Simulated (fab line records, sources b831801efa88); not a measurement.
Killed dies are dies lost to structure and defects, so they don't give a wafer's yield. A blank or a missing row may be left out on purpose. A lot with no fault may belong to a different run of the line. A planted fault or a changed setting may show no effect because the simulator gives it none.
fab line records | flow sky130
record: lots: 6 wafers: 18 last-day: 49
route steps=708 shown SONOS_ONO@180 GATE_OXIDE@187 PAD_OPEN@708
lots untouched by any fault: they come from a run of this same line in which no faults occurred
start-h: the number of hours between the record's first day and the start of the first shown wafer of the lot | wait-h: time in hours since the lot's previous step | " same as the row above | L1.1+2: one row covering several wafers at once | - either no value or no given start | * or withheld: withheld | < > ~ a bound
route shown NAME@n: names a module that has steps shown in the file, with the first one's number in the route | usual: average and standard deviation across the fault-free wafers | same: alike in all rows | chamber/n: place in a boat | sites: readings site by site | _std_site: standard deviation of those values | _edge_site: mean of outer sites minus mean of inner sites | radius-mm: how far each site lies from the wafer's centre | mask NAME#n: copy n | behind: the tool/chamber that last shaped the wafer | hold: why the lot went on hold/how many hours it stayed there/how the hold came to an end | device: transistor that didn't switch, given as n, p or np | end of line: the tests these same wafers got at the end of their route | a step without rows: its recipe alone | killed: count of dies lost to structure and defects at first sort (not the wafer's yield) | map: a wafer's dies, x killed, . not, _ none there
set.NAME: setting as actually run; set.NAME@STEP: the setting as run at that earlier step | model.NAME: the simulator's own value behind a step, which no gauge read
lots at some steps of the route; a table a step, a row a wafer
services: from which hour (start-h, from the record's first day; less than 0 if before it) a tool's chamber was out of use, for how many hours, and why
== steps ==
step: SKY_SONOS_ONO_DEVELOP_12
recipe: develop-time-s: 60 dev-temp-c: 23
step: SKY_SONOS_ONO_CD_MEAS_13
recipe: target-cd-nm: 410
usual: cd-nm: 410.5/2.5
columns lot.wafer tool chamber start-h wait-h cd-nm
L327.2 cd-sem-02 - 312.22 0.1 409.9
L327.5 " - " " 410.8
L327.6 " - " " 411.2
L328.2 cd-sem-02 - 322.72 0.1 410.6
L328.3 " - " " 410.1
L328.4 " - " " 408.5
L329.1 cd-sem-02 - 328.70 0.1 410.7
L329.4 " - " " 414.4
L329.6 " - " " 413.9
L330.1 cd-sem-02 - 340.15 0.1 412.4
L330.3 " - " " 415.5
L330.6 " - " " 413.5
L335.2 cd-sem-02 - 375.77 0.1 410.4
L335.3 " - " " 407.5
L335.6 " - " " 408.0
L344.2 cd-sem-01 - 447.22 0.1 406.9
L344.3 " - " " 405.7
L344.5 " - " " 408.0
step: SKY_SONOS_ONO_OVL_MEAS_14
usual: SONOS_ONO_OVL: -1.6/1.4
columns lot.wafer tool chamber start-h wait-h SONOS_ONO_OVL[nm]
L327.2 overlay-02 - 312.32 0.1 -1.5
L327.5 " - " " -1.2
L327.6 " - " " -1.9
L328.2 overlay-02 - 322.83 0.1 0.5
L328.3 " - " " 1.2
L328.4 " - " " 0.1
L329.1 overlay-01 - 328.82 0.1 -2.6
L329.4 " - " " -1.6
L329.6 " - " " -2.3
L330.1 overlay-02 - 340.27 0.1 -0.7
L330.3 " - " " -0.4
L330.6 " - " " -1.4
L335.2 overlay-01 - 375.88 0.1 -2.4
L335.3 " - " " -2.6
L335.6 " - " " -0.8
L344.2 overlay-02 - 447.33 0.1 -1.0
L344.3 " - " " -2.2
L344.5 " - " " -3.7
step: SKY_SONOS_ONO_ETCH_15
recipe: target-depth-nm: 19.52 chemistry: CHF3/O2 source-w: 600 bias-w: 200 pressure-mtorr: 40 chf3-flow-sccm: 50 O2_flow_sccm: 5 time-s: 7.8
usual: chf3-flow-sccm: 49.99/0.15 drypump-motor-current-A: 5.5/0.36 oes-product-au: 1.002/0.0074 throttle-valve-pct: 8.826/0.009
columns lot.wafer tool chamber start-h wait-h chf3-flow-sccm drypump-motor-current-A oes-product-au rf-hours-counter-h throttle-valve-pct
L327.2 rie-diel-03 0 312.35 0.0 50.21 6.0 0.999 0 8.831
L327.5 " 3 " " 50.03 5.7 1.000 - 8.814
L327.6 " 0 " " 50.14 5.9 1.002 - 8.840
L328.2 rie-diel-04 0 322.86 0.0 49.85 5.4 1.010 65 8.831
L328.3 " 2 " " 49.96 5.1 1.003 92 8.832
L328.4 " 1 " " 49.95 5.3 1.008 28 8.833
L329.1 rie-diel-04 3 328.86 0.0 50.14 5.6 0.998 8 8.836
L329.4 " 1 " " 49.95 5.3 0.999 28 8.812
L329.6 " 3 " " 50.12 5.6 1.005 - 8.837
L330.1 rie-diel-04 2 340.30 0.0 49.96 5.1 1.016 92 8.806
L330.3 " 1 " " 50.06 5.3 1.011 28 8.828
L330.6 " 2 " " 50.03 5.1 0.997 - 8.836
L335.2 rie-diel-01 1 375.91 0.0 49.91 6.1 0.996 2 8.838
L335.3 " 3 " " 49.99 5.0 1.004 11 8.822
L335.6 " 3 " " 49.81 5.0 0.991 - 8.832
L344.2 rie-diel-03 2 447.36 0.0 50.12 5.3 1.004 32 8.820
L344.3 " 3 " " 50.14 5.7 1.009 79 8.832
L344.5 " 3 " " 50.07 5.7 0.987 - 8.821
step: SKY_SONOS_ONO_WET_ETCH_16
recipe: chemistry: dHF target-depth-nm: 14 dry: n2-spin target: SiO2 dilution: 100:1 temp-c: 25 time-s: 280
step: SKY_SONOS_ONO_STRIP_17
recipe: chemistry: O2/N2 power-w: 1400 pressure-mtorr: 1500 platen-temp-c: withheld o2-flow-sccm: 3000 n2-flow-sccm: 300 overash-fraction: 0.5
usual: drypump-motor-current-A: 6.1/0.42 oes-product-au: 0.710/0.004 strip-time-to-endpoint-s: 14.12/0.045
columns lot.wafer tool chamber start-h wait-h drypump-motor-current-A oes-product-au rf-hours-counter-h strip-time-to-endpoint-s
L327.2 plasma-asher-03 1 312.47 0.0 5.5 0.714 16 14.10
L327.5 " 0 " " 6.1 0.716 - 14.10
L327.6 " 1 " " 5.5 0.717 - 14.05
L328.2 plasma-asher-03 1 322.97 0.0 5.5 0.708 18 14.07
L328.3 " 0 " " 6.2 0.704 - 14.17
L328.4 " 1 " " 5.4 0.711 - 14.06
L329.1 plasma-asher-01 1 328.96 0.0 5.7 0.713 56 14.11
L329.4 " 1 " " 5.7 0.713 - 14.11
L329.6 " 0 " " 6.7 0.714 - 14.12
L330.1 plasma-asher-03 0 340.41 0.0 6.2 0.713 19 14.21
L330.3 " 0 " " 6.1 0.711 - 14.26
L330.6 " 1 " " 5.5 0.709 - 14.21
L335.2 plasma-asher-03 1 376.21 0.0 5.5 0.710 23 14.13
L335.3 " 0 " " 6.1 0.711 - 14.15
L335.6 " 1 " " 5.5 0.705 - 14.16
L344.2 plasma-asher-01 1 447.47 0.0 5.7 0.717 68 14.17
L344.3 " 0 " " 6.7 0.713 - 14.08
L344.5 " 0 " " 6.7 0.708 - 14.15
step: SKY_SONOS_ONO_WET_ETCH_18
recipe: chemistry: H3PO4 target-depth-nm: 15 target: Si3N4 temp-c: 160 time-s: 172
step: SKY_GATE_OXIDE_CLEAN_00
recipe: chemistry: SC1/SC2 mix: 1:4:20 temp-c: 70 time-s: 150 dry: n2-spin
step: SKY_GATE_OXIDE_OXIDATION_01
recipe: temp-c: 900 ambient: O2 stabilise-s: 600 purge-s: 300 target-thk-a: 102.68 ox-time-s: 1473
step: SKY_GATE_OXIDE_THK_MEAS_02
recipe: reads: SiO2_of_GATE_OXIDE_OXIDATION_01
usual: GATE_OXIDE_OXIDATION_00_THK: 10.26/0.22
columns lot.wafer tool chamber start-h wait-h GATE_OXIDE_OXIDATION_00_THK[nm]
L327.2 film-metro-02 - 314.48 0.0 10.52
L327.5 " - " " 10.57
L327.6 " - " " 10.37
L328.2 film-metro-01 - 324.65 0.0 10.55
L328.3 " - " " 10.56
L328.4 " - " " 10.51
L329.1 film-metro-04 - 330.60 0.0 10.35
L329.4 " - " " 10.20
L329.6 " - " " 10.13
L330.1 film-metro-01 - 342.10 0.0 10.23
L330.3 " - " " 10.12
L330.6 " - " " 10.30
L335.2 film-metro-04 - 380.43 0.0 10.04
L335.3 " - " " 9.92
L335.6 " - " " 10.06
L344.2 film-metro-02 - 450.20 0.0 10.25
L344.3 " - " " 10.00
L344.5 " - " " 10.06
step: SKY_GATE_OXIDE_DEHYDRATE_03
recipe: temp-c: 200 time-s: 60
step: SKY_GATE_OXIDE_HMDS_04
recipe: prime-time-s: 60 prime-temp-c: 120
step: SKY_GATE_OXIDE_COAT_05
recipe: resist: NOVOLAK spin-rpm: 3000 resist-thk-nm: 1140
usual: resist-line-temp-C: 22.98/0.091
columns lot.wafer tool chamber start-h wait-h resist-line-temp-C model.NOVOLAK_of_GATE_OXIDE_COAT_05.thk-nm
L327.2 litho-track-02 0 327.30 0.1 23.13 1148
L327.5 " 0 " " 22.95 1144
L327.6 " 0 " " 22.88 1147
L328.2 litho-track-01 0 338.87 0.1 23.01 1144
L328.3 " 0 " " 22.99 1144
L328.4 " 0 " " 23.09 1143
L329.1 litho-track-02 0 343.73 0.1 23.03 349.7
L329.4 " 0 " " 22.90 350.6
L329.6 " 0 " " 23.06 350.2
L330.1 litho-track-02 0 354.83 0.1 22.91 349.4
L330.3 " 0 " " 22.96 348.8
L330.6 " 0 " " 22.80 349.2
L335.2 litho-track-01 0 394.72 0.1 22.90 1133
L335.3 " 0 " " 23.05 1139
L335.6 " 0 " " 22.97 1135
L344.2 litho-track-01 0 465.72 0.1 23.08 1135
L344.3 " 0 " " 22.89 1137
L344.5 " 0 " " 22.90 1133
step: SKY_GATE_OXIDE_SOFTBAKE_06
recipe: temp-c: 90 time-s: 60 resist: NOVOLAK
step: SKY_GATE_OXIDE_EXPOSE_07
recipe: mask-id: LVOM na: 0.6 source-shape: conventional sigma-outer: 0.6 polarization: unpolarized target-cd-nm: 600 dose-mj: 170
step: SKY_GATE_OXIDE_PEB_08
recipe: temp-c: withheld time-s: * resist: NOVOLAK
step: SKY_GATE_OXIDE_DEVELOP_09
recipe: resist: NOVOLAK developer: TMAH develop-time-s: 60 dev-temp-c: 23
usual: developer-temp-C: 23.00/0.096 resist-line-temp-C: 23.00/0.1
columns lot.wafer tool chamber start-h wait-h developer-temp-C resist-line-temp-C model.NOVOLAK_of_GATE_OXIDE_COAT_05.thk-nm
L327.2 litho-track-01 0 340.92 0.1 23.12 23.06 1147
L327.5 " 0 " " 22.96 22.96 1144
L327.6 " 0 " " 22.99 22.87 1146
L328.2 litho-track-02 0 352.00 0.1 23.07 23.05 1143
L328.3 " 0 " " 23.09 23.02 1144
L328.4 " 0 " " 23.05 23.05 1143
L329.1 litho-track-02 0 357.18 0.1 22.83 23.09 349.3
L329.4 " 0 " " 22.86 23.16 350.2
L329.6 " 0 " " 22.79 23.21 349.8
L330.1 litho-track-01 0 369.00 0.1 22.98 22.98 349
L330.3 " 0 " " 22.96 22.92 348.4
L330.6 " 0 " " 23.03 22.91 348.8
L335.2 litho-track-03 0 409.13 0.1 22.82 22.91 1133
L335.3 " 0 " " 22.89 22.98 1139
L335.6 " 0 " " 22.92 23.06 1135
L344.2 litho-track-03 0 480.93 0.1 22.98 23.05 1135
L344.3 " 0 " " 23.10 23.04 1136
L344.5 " 0 " " 23.00 23.07 1132
step: SKY_GATE_OXIDE_OVL_MEAS_10
usual: GATE_OXIDE_OVL: -0.2/1.3
columns lot.wafer tool chamber start-h wait-h GATE_OXIDE_OVL[nm]
L327.2 overlay-01 - 341.05 0.1 -0.1
L327.5 " - " " -2.1
L327.6 " - " " -2.5
L328.2 overlay-02 - 352.13 0.1 -2.5
L328.3 " - " " 1.8
L328.4 " - " " -0.3
L329.1 overlay-01 - 357.33 0.1 -1.5
L329.4 " - " " -1.0
L329.6 " - " " -0.2
L330.1 overlay-02 - 369.15 0.1 1.9
L330.3 " - " " 0.2
L330.6 " - " " 2.6
L335.2 overlay-02 - 409.29 0.1 -0.4
L335.3 " - " " 0.8
L335.6 " - " " 2.6
L344.2 overlay-02 - 481.06 0.1 -0.8
L344.3 " - " " -0.1
L344.5 " - " " 0.7
step: SKY_GATE_OXIDE_IMPLANT_11
recipe: species: B energy-kev: 10 dose-cm2: 2.6e+12 tilt-deg: withheld
step: SKY_GATE_OXIDE_WET_ETCH_12
recipe: chemistry: dHF target-depth-nm: 16.8 dry: n2-spin target: SiO2 dilution: 100:1 temp-c: 25 time-s: 336
step: SKY_GATE_OXIDE_STRIP_13
recipe: chemistry: O2/N2 power-w: 1400 pressure-mtorr: 1500 platen-temp-c: withheld o2-flow-sccm: 3000 n2-flow-sccm: 300 overash-fraction: 0.5
usual: drypump-motor-current-A: 5.9/0.4 oes-product-au: 0.716/0.0047 strip-time-to-endpoint-s: 14.17/0.053
columns lot.wafer tool chamber start-h wait-h drypump-motor-current-A oes-product-au rf-hours-counter-h strip-time-to-endpoint-s
L327.2 plasma-asher-04 1 341.33 0.0 6.4 0.713 67 14.28
L327.5 " 1 " " 6.4 0.716 - 14.23
L327.6 " 0 " " 5.9 0.715 - 14.26
L328.2 plasma-asher-03 1 352.42 0.0 5.5 0.714 20 14.24
L328.3 " 0 " " 6.1 0.710 - 14.23
L328.4 " 1 " " 5.5 0.713 - 14.21
L329.1 plasma-asher-02 0 357.62 0.0 5.4 0.432 59 4.80
L329.4 " 1 " " 6.3 0.439 - 4.78
L329.6 " 1 " " 6.2 0.437 - 4.78
L330.1 plasma-asher-03 0 369.43 0.0 6.2 0.433 22 4.77
L330.3 " 1 " " 5.5 0.435 - 4.75
L330.6 " 0 " " 6.2 0.429 - 4.75
L335.2 plasma-asher-02 1 409.57 0.0 6.2 0.715 64 14.11
L335.3 " 0 " " 5.4 0.721 - 14.17
L335.6 " 0 " " 5.4 0.716 - 14.12
L344.2 plasma-asher-02 0 481.36 0.0 5.3 0.720 71 14.11
L344.3 " 0 " " 5.4 0.715 - 14.13
L344.5 " 0 " " 5.4 0.715 - 14.09
step: SKY_GATE_OXIDE_TW_MEAS_14
usual: GATE_OXIDE_TW: 226/3.3
columns lot.wafer tool chamber start-h wait-h GATE_OXIDE_TW
L327.2 film-metro-01 - 341.44 0.1 230
L327.5 " - " " 231
L327.6 " - " " 231
L328.2 film-metro-04 - 352.53 0.1 222
L328.3 " - " " 223
L328.4 " - " " 223
L329.1 film-metro-04 - 357.72 0.1 221
L329.4 " - " " 221
L329.6 " - " " 223
L330.1 film-metro-04 - 369.53 0.1 222
L330.3 " - " " 223
L330.6 " - " " 223
L335.2 film-metro-02 - 409.68 0.1 224
L335.3 " - " " 226
L335.6 " - " " 226
L344.2 film-metro-02 - 481.47 0.1 222
L344.3 " - " " 224
L344.5 " - " " 223
step: SKY_PAD_OPEN_PROBE_99
usual: killed_at_M0_to_M3: 44/6.6 killed_at_M4_up: 3.4/1.9 killed-at-contacts: 25/5.6 killed-at-front-end: 15/4.6 killed-at-other: 0.3/0.6 killed-dies: 88/9.5 killed-on-rim: 17/3.8 killed-open: 47/7.1 killed-short: 40/6.4
same: gross-dies: 492 killed-at-back-side: 0
columns lot.wafer tool chamber start-h wait-h killed_at_M0_to_M3 killed_at_M4_up killed-at-contacts killed-at-front-end killed-at-other killed-dies killed-on-rim killed-open killed-short
L327.2 prober-02 - 1104.76 0.1 53 5 25 8 0 91 19 49 42
L327.5 prober-02 - 1104.91 0.2 46 5 17 10 0 78 11 38 40
L327.6 prober-02 - 1104.96 0.2 42 9 19 7 0 77 13 43 34
L329.1 prober-02 - 1112.86 0.1 36 2 28 363 0 429 96 52 37
L329.4 prober-02 - 1113.01 0.2 38 6 33 355 0 432 96 61 38
L329.6 prober-02 - 1113.11 0.2 47 3 19 365 0 434 94 45 42
L330.1 prober-01 - 1119.58 0.1 43 1 23 357 1 425 76 43 34
L330.3 prober-01 - 1119.68 0.2 44 4 19 366 1 434 79 41 44
L330.6 prober-01 - 1119.83 0.2 46 0 21 365 0 432 79 44 36
L335.2 prober-02 - 1148.87 0.1 45 2 19 21 1 88 19 47 39
L335.3 prober-02 - 1148.92 0.2 40 7 15 12 0 74 20 38 36
L335.6 prober-02 - 1149.07 0.2 43 2 29 17 0 91 18 54 37
L344.2 prober-02 - 1187.22 0.1 37 2 25 16 0 80 12 43 37
L344.3 prober-02 - 1187.27 0.2 54 5 30 10 0 99 14 48 51
L344.5 prober-02 - 1187.37 0.2 43 5 31 22 0 101 25 59 42
killed by level:class
L327.2 CONTACT:geometric-particle:open=15 VIA1:geometric-particle:open=12 METAL2:geometric-particle:short=11 CONTACT:geometric-particle:short=7 VIA2:geometric-particle:open=6 VIA1:geometric-particle:short=5 VIA3:geometric-particle:open=5 METAL4:geometric-particle:short=5
L327.5 VIA1:geometric-particle:open=10 METAL2:geometric-particle:short=8 VIA2:geometric-particle:open=8 METAL1:geometric-particle:short=6 CONTACT:geometric-particle:open=5 LI_CONTACT:geometric-particle:short=4 METAL3:geometric-particle:short=4 METAL4:geometric-particle:short=4
L327.6 VIA1:geometric-particle:open=12 LI_CONTACT:geometric-particle:open=9 CONTACT:geometric-particle:open=5 METAL2:geometric-particle:short=5 VIA3:geometric-particle:short=5 VIA2:geometric-particle:open=4 VIA2:geometric-particle:short=4 METAL4:geometric-particle:short=4
L329.1 GATE_OXIDE:area-expose=340 VIA1:geometric-particle:open=15 LI_CONTACT:geometric-particle:open=10 CONTACT:geometric-particle:open=9 FIELD_ISO:geometric-particle:short=6 METAL3:geometric-particle:short=6 FIELD_ISO:geometric-particle:open=5 POLY_GATE:geometric-particle:open=5
L329.4 GATE_OXIDE:area-expose=333 CONTACT:geometric-particle:open=16 VIA2:geometric-particle:open=10 LI_CONTACT:geometric-particle:open=9 VIA1:geometric-particle:open=9 SPACER:geometric-particle:short=6 VIA3:geometric-particle:open=5 FIELD_ISO:geometric-particle:open=4
L329.6 GATE_OXIDE:area-expose=347 VIA1:geometric-particle:open=9 CONTACT:geometric-particle:open=7 VIA1:geometric-particle:short=6 POLY_GATE:geometric-particle:open=5 LI_CONTACT:geometric-particle:open=5 VIA3:geometric-particle:short=5 VIA3:geometric-particle:open=5
L330.1 GATE_OXIDE:area-expose=347 VIA3:geometric-particle:open=14 LOCAL_INTERCONNECT:geometric-particle:short=7 VIA1:geometric-particle:open=7 CONTACT:geometric-particle:short=7 METAL2:geometric-particle:short=5 VIA2:geometric-particle:open=5 CONTACT:geometric-particle:open=4
L330.3 GATE_OXIDE:area-expose=348 METAL1:geometric-particle:short=11 CONTACT:geometric-particle:open=10 VIA1:geometric-particle:open=8 POLY_GATE:geometric-particle:short=7 VIA3:geometric-particle:open=6 METAL2:geometric-particle:short=5 VIA2:geometric-particle:open=4
L330.6 GATE_OXIDE:area-expose=351 VIA1:geometric-particle:open=11 CONTACT:geometric-particle:open=7 LOCAL_INTERCONNECT:geometric-particle:short=5 METAL1:geometric-particle:short=5 VIA1:geometric-particle:short=5 VIA3:geometric-particle:open=5 POLY_GATE:geometric-particle:open=4
L335.2 VIA1:geometric-particle:open=9 CONTACT:geometric-particle:open=8 VIA2:geometric-particle:open=8 FIELD_ISO:geometric-particle:short=7 METAL1:geometric-particle:short=6 FIELD_ISO:geometric-particle:open=4 CONTACT:geometric-particle:short=4 METAL2:geometric-particle:short=4
L335.3 VIA3:geometric-particle:open=6 LI_CONTACT:geometric-particle:open=5 VIA2:geometric-particle:open=5 CONTACT:geometric-particle:open=5 VIA1:geometric-particle:open=5 METAL2:geometric-particle:short=5 VIA2:geometric-particle:short=5 METAL3:geometric-particle:short=5
L335.6 VIA1:geometric-particle:open=13 LI_CONTACT:geometric-particle:open=12 METAL1:geometric-particle:short=8 FIELD_ISO:geometric-particle:open=7 CONTACT:geometric-particle:open=7 FIELD_ISO:geometric-particle:short=6 CONTACT:geometric-particle:short=5 METAL2:geometric-particle:short=5
L344.2 VIA1:geometric-particle:open=10 LI_CONTACT:geometric-particle:open=9 CONTACT:geometric-particle:open=8 METAL2:geometric-particle:short=6 VIA1:geometric-particle:short=5 VIA3:geometric-particle:open=4 CONTACT:geometric-particle:short=4 FIELD_ISO:geometric-particle:short=3
L344.3 VIA1:geometric-particle:open=10 CONTACT:geometric-particle:open=9 VIA3:geometric-particle:short=8 CONTACT:geometric-particle:short=7 LOCAL_INTERCONNECT:geometric-particle:short=6 METAL2:geometric-particle:short=6 VIA2:geometric-particle:open=6 LI_CONTACT:geometric-particle:open=5
L344.5 VIA1:geometric-particle:open=12 POLY_GATE:geometric-particle:open=9 CONTACT:geometric-particle:open=9 LI_CONTACT:geometric-particle:open=8 LI_CONTACT:geometric-particle:short=8 VIA3:geometric-particle:open=8 FIELD_ISO:geometric-particle:open=6 METAL1:geometric-particle:short=6
map L329.6 (x killed, . not)
__________xxx.xxxxxx_________
________xxxxxxxxxxxxxx_______
______xxxxxxxxxxxxxxxxxx_____
_____xxxxxxxxxxxxxxxxxxxx____
____xxxxxxxxxxxxxxxxx.xxxx___
___xxxxxxx.xxx.xxxxxxxxxxxx__
__xxxxxxx.x.xxxxxxxxxxxx.xxx_
_xxxxxxx.xxxxx.xx.xx.xxx.xx.x
_xxxxxxxxxx.x.x.x..xxxxxxxxxx
_xxxx.xxxx.xxxxxxx...xxxxxxxx
_xxxxxxxx.xx...xxxx.xxxxxxxxx
_xxxxxxxx..xxxxxxx...xx.xxxxx
_xxxxx.x.xxx.x.x..xx.xxxxxxxx
_xxxxxxxxxx.xxx.xx.xxxx.x.xxx
_xxxxxxx.x.x.x..xxx.xxxxxxxxx
__xxxxxxxxxxxxxxxxx.xx.xxxxx_
___xxxxxxxxxxxxx.xxx.xxxxxx__
____xxxxxxxxxxxxxxxx.xxxxx___
_____xxxxxxxxxxxxxxx.xxxx____
______xxxxxxxxxxxxxxxxxx_____
________xxxxxxxxxxxxxx_______
__________xxxxxxxxxx_________
map L330.3 (x killed, . not)
__________x.x..xxx.._________
________.xxx...x.xxx.x_______
______x..xxxxxx.x..x.x.x_____
_____.xxx.x.xx..x.x.xxxxx____
____x.x.xx.x.xxx.xxx.xx.x.___
___x.xx.x.xxx.xxx.xx.x.xxxx__
__.xxxxx.xxxxxxxxxxxxxxxxxxx_
_x..xxxxxx.xxxxxxxxx.xxxxxxxx
_xxx.xxxxxxxx..xxxxxxxxxxxxxx
_xxxxxxxxx.xxxxxxxx.xx.xxxxxx
_x.xxxxx.xxxxxxxxxxxxxxxxxxxx
_xxxxxxxxxxxxxxxxxxxxxxxxxxxx
_xxxxxxxxxxxxxxxx.xxxxxxxxxxx
_xxxxxxxxxxxxxxxxxxxx.xxxxx.x
_xxxxxxxxxxxxxxxxxxxxxxxxxxxx
__xxxxxxxxxxxxxxxxxxxxxxxxxx_
___xxxxxxxxxxxxxxxxxxxxxxxx__
____xxxxxxxxxxxxxxxxxxxx.x___
_____xxxxxxxxxxxxxxxxxxxx____
______xxxxxxxxxxxxxxxxxx_____
________xxxxxxxxxxxxxx_______
__________xxxxxxxxxx_________
== services ==
columns tool chamber start-h hours kind
plasma-asher-03 - 288.94 1.2 repair
rie-diel-04 - 291.46 2.8 pm
rie-diel-03 0 297.81 4.1 repair
rie-diel-04 0 300.94 3.3 repair
rie-diel-01 0 302.25 - clean
rie-diel-01 0 302.25 16.5 scheduled-down
rie-diel-01 0 302.25 16.5 vent-cycle
rie-diel-04 2 335.43 2.7 repair
rie-diel-01 - 340.18 0.9 repair
rie-diel-01 2 361.35 - clean
rie-diel-01 2 361.35 17.4 scheduled-down
rie-diel-01 2 361.35 17.4 vent-cycle
rie-diel-03 1 379.73 4.9 repair
plasma-asher-02 - 388.68 0.5 repair
plasma-asher-04 - 389.05 2.8 pm
plasma-asher-02 - 392.85 4.4 repair
rie-diel-01 1 399.97 4.4 repair
plasma-asher-04 - 421.32 9.0 pm
plasma-asher-04 0 421.32 9.0 vent-cycle
plasma-asher-04 1 421.32 9.0 vent-cycle
plasma-asher-04 0 430.32 - clean
plasma-asher-04 1 430.32 - clean
rie-diel-04 - 451.58 1.0 repair
rie-diel-01 3 459.84 6.5 repair
== key ==
first-sign: step: SKY_GATE_OXIDE_STRIP_13 reading: strip-time-to-endpoint-s direction: down sigmas: 99+ usual: * struck: *
effect: step: SKY_GATE_OXIDE_STRIP_13 reading: oes-product-au direction: down sigmas: 60 usual: 0.716 struck: 0.434
effect: step: SKY_PAD_OPEN_PROBE_99 reading: killed-at-front-end direction: up sigmas: 76 usual: 15 struck: 362
model-effect: step: SKY_GATE_OXIDE_COAT_05 value: NOVOLAK_of_GATE_OXIDE_COAT_05.thk-nm without: 1137 struck: 349.7
model-effect: step: SKY_GATE_OXIDE_DEVELOP_09 value: NOVOLAK_of_GATE_OXIDE_COAT_05.thk-nm without: 1137 struck: 349.3
more-kills-born-at: SKY_GATE_OXIDE_EXPOSE_07@iline-stepper-01: 1046 SKY_GATE_OXIDE_EXPOSE_07@iline-stepper-02: 1020
met-at SKY_GATE_OXIDE_COAT_05
struck-wafers L329.1,L329.4,L329.6,L330.1,L330.3,L330.6
later-rows-left-out L329.1,L329.4,L329.6,L330.1,L330.3,L330.6
tester-left-out L329,L330
onset-between 327.30 343.73
also-fits SKY_SONOS_ONO_ETCH_15:rie-diel-04
fault: kind: process-parameter-drift tool: litho-track-02 chamber: - onset-h: 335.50 steps: SKY_GATE_OXIDE_COAT_05 channel: resist-thk-nm offset: -789.54 shape: step end-h: 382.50 acts-in: these-recipes-only stated: 1140
tester-left-out: of these lots the tester's yield and bins aren't shown, on N5 and GAA mostly nor the transistor test; their killed dies are dies lost to structure and defects alone, not to doping, threshold or leakage, so they don't give the yield
later-rows-left-out: the simulator's readings of these wafers behind a module that went badly wrong aren't trusted and aren't shown, but for the sort
